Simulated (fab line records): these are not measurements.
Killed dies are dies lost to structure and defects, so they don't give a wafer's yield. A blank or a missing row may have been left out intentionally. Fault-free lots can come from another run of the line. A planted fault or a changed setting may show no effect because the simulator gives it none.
Matching of chambers | flow gf180mcu | GF_CONTACT_CVD_02 on pecvd-02 has 3 sister chambers
The step deposits SiO2 from TEOS, target thk 860 nm, time 95.992 s. 24 wafers are shown with their chamber, then 12 later ones without.

== WAFERS WITH THEIR CHAMBER ==
wafer  | chamber | heater power w (W)
L076.2 | 2       | 488
L076.4 | 0       | 838
L076.5 | 2       | 523
L082.3 | 1       | 769
L082.4 | 0       | 835
L082.5 | 1       | 826
L083.1 | 0       | 735
L083.2 | 1       | 762
L083.5 | 1       | 803
L085.1 | 0       | 694
L085.2 | 2       | 476
L085.6 | 1       | 747
L087.1 | 0       | 776
L087.2 | 2       | 510
L087.5 | 2       | 563
L088.1 | 2       | 481
L088.2 | 1       | 691
L088.3 | 0       | 739
L088.4 | 2       | 544
L088.5 | 0       | 788
L088.6 | 1       | 776
L089.2 | 2       | 534
L089.3 | 1       | 730
L089.4 | 0       | 761

SIGNATURES (means of the wafers above)
reading        | chamber 0 | chamber 1 | chamber 2 | scatter within a chamber
heater power w | 770.75    | 763.00    | 514.88    | 41.7
Rule: for each reading, subtract the chamber's mean from the wafer's reading, divide by that reading's scatter and square the result; add these up over the readings and take the root, which gives the wafer's distance from the chamber. The wafer belongs to the nearest chamber; if the next one is less than 2 further off, it can't be placed. The scatter: take each reading less its chamber's mean, square it, sum over the shown wafers, divide by the number of wafers less the number of chambers, and take the root.

== WAFERS MISSING THEIR CHAMBER ==
wafer  | heater power w (W)
L091.1 | 548
L091.2 | 784
L091.3 | 746
L091.4 | 826
L091.5 | 570
L091.6 | 793
L092.1 | 578
L092.2 | 765
L092.5 | 855
L093.2 | 832
L093.5 | 846
L093.6 | 667

== WHICH CHAMBER EACH ONE RAN IN ==
wafer  | from the rows above          | in truth
L091.1 | 2                            | 2
L091.2 | can't be placed: 0 or 1      | 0
L091.3 | can't be placed: 1 or 0      | 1
L091.4 | can't be placed: 0 or 1      | 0
L091.5 | 2                            | 2
L091.6 | can't be placed: 0 or 1      | 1
L092.1 | 2                            | 2
L092.2 | can't be placed: 1 or 0      | 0
L092.5 | can't be placed: 0 or 1      | 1
L093.2 | can't be placed: 0 or 1      | 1
L093.5 | can't be placed: 0 or 1      | 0
L093.6 | can't be placed: 1 or 0 or 2 | 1
Placed correctly: 3 of 12. Cannot be placed on the basis of these rows: 9; the candidates contain the true chamber in 9. Placed wrongly: 0.
